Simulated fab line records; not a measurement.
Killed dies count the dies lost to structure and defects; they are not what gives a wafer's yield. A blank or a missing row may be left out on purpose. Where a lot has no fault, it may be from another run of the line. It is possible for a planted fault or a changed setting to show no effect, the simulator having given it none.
2 desks, one fault :: flow sfq_line :: only its own numbers are on each desk; what lay behind them is given at the end

AT THE METROLOGY DESK
Lot by lot, what the gauges showed, no matter which tool ran the lot: averages of those sampled wafers that carry a number. If a lot's mean is further than 4 standard deviations from the usual mean, the lot is out of limits and carries the mark OUT (the distance appears in the brackets).
Columns: A = I3_OVL at SFQ_I3_OVL_MEAS_923, usual 0 nm; B = M4_NB_RS at SFQ_M4_RS_MEAS_924, usual 0.892 ohm/sq
lot: L185
first seen here: day 40 23:38
A: -1
B: 0.881

lot: L186
first seen here: day 41 18:24
A: -5
B: 0.893

lot: L187
first seen here: day 42 17:13
A: -0
B: 0.889

lot: L188
first seen here: day 43 12:24
A: -7
B: 0.903

lot: L189
first seen here: day 43 19:36
A: 3
B: 0.891

lot: L191
first seen here: day 45 09:03
A: 0
B: 0.884

lot: L192
first seen here: day 45 18:53
A: 1
B: 0.895

lot: L193
first seen here: day 46 05:40
A: -9
B: 0.906

lot: L194
first seen here: day 46 09:17
A: 1
B: 0.883

lot: L195
first seen here: day 46 17:40
A: -3
B: 0.900

lot: L196
first seen here: day 47 09:24
A: 0
B: 0.914

lot: L203
first seen here: day 49 09:31
A: -5
B: 0.879

lot: L204
first seen here: day 49 23:56
A: 6
B: 0.887

lot: L206
first seen here: day 50 21:32
A: -2
B: 0.911

lot: L207
first seen here: day 50 22:43
A: -2
B: 0.885
Finding of this desk: none of the 15 lots has anything out of limits.

TOOL OWNER'S DESK, rie_diel-03
The tool's own readings at SFQ_TRILAYER_I3_VIA_BARC_OPEN_VIA_ETCH_121 (etches BARC in O2, target depth 125 nm, time 41.7 s): means of the sampled wafers that have a number, for each lot that ran on this tool. If a lot's mean is further than 4 standard deviations from the usual mean, the lot is out of limits and carries the mark OUT (the distance appears in the brackets).
Columns: A = drypump_motor_current_A at SFQ_TRILAYER_I3_VIA_BARC_OPEN_VIA_ETCH_121, usual 5.6 A; B = oes_product_au at SFQ_TRILAYER_I3_VIA_BARC_OPEN_VIA_ETCH_121, usual 0.685 a.u.; C = run_length_s at SFQ_TRILAYER_I3_VIA_BARC_OPEN_VIA_ETCH_121, usual 70.1 s
lot: L186
first seen here: day 41 18:26
A: 5.5
B: 0.682
C: 69.6

lot: L187
first seen here: day 42 17:14
A: 5.6
B: 0.686
C: 70.6

lot: L195
first seen here: day 46 17:43
A: 5.8
B: 0.682
C: 69.5

lot: L196
first seen here: day 47 09:26
A: 5.7
B: 0.684
C: 70.0

lot: L203
first seen here: day 49 09:34
A: 6.0
B: 0.657 (-6.0) OUT
C: 75.0 (+8.7) OUT

lot: L204
first seen here: day 49 23:58
A: 5.6
B: 0.647 (-8.3) OUT
C: 76.2 (+11) OUT

lot: L206
first seen here: day 50 21:34
A: 5.4
B: 0.669
C: 73.4 (+5.8) OUT
This desk's verdict: out of limits on L203, L204, L206, starting with L203 at day 49 09:34 (oes_product_au at SFQ_TRILAYER_I3_VIA_BARC_OPEN_VIA_ETCH_121). Within limits: L186, L187, L195, L196.

PUT TOGETHER
An alarm could have come from the tool owner's desk at day 49 09:34, on L203, L204, L206.
Nothing out of limits was seen by the metrology desk.
The metrology desk has L203, L204, L206 on record, within its limits.
Of the lots named, all ran SFQ_TRILAYER_I3_VIA_BARC_OPEN_VIA_ETCH_121 on rie_diel-03.

WHAT WAS PUT IN BY THE SIMULATOR
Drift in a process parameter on rie_diel-03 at SFQ_TRILAYER_I3_VIA_BARC_OPEN_VIA_ETCH_121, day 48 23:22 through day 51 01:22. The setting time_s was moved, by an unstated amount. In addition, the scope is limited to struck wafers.
Lots struck among those shown: L203, L204, L206.
Each desk's first reading out of limits, in hours after the fault started: the tool owner's desk, 10.
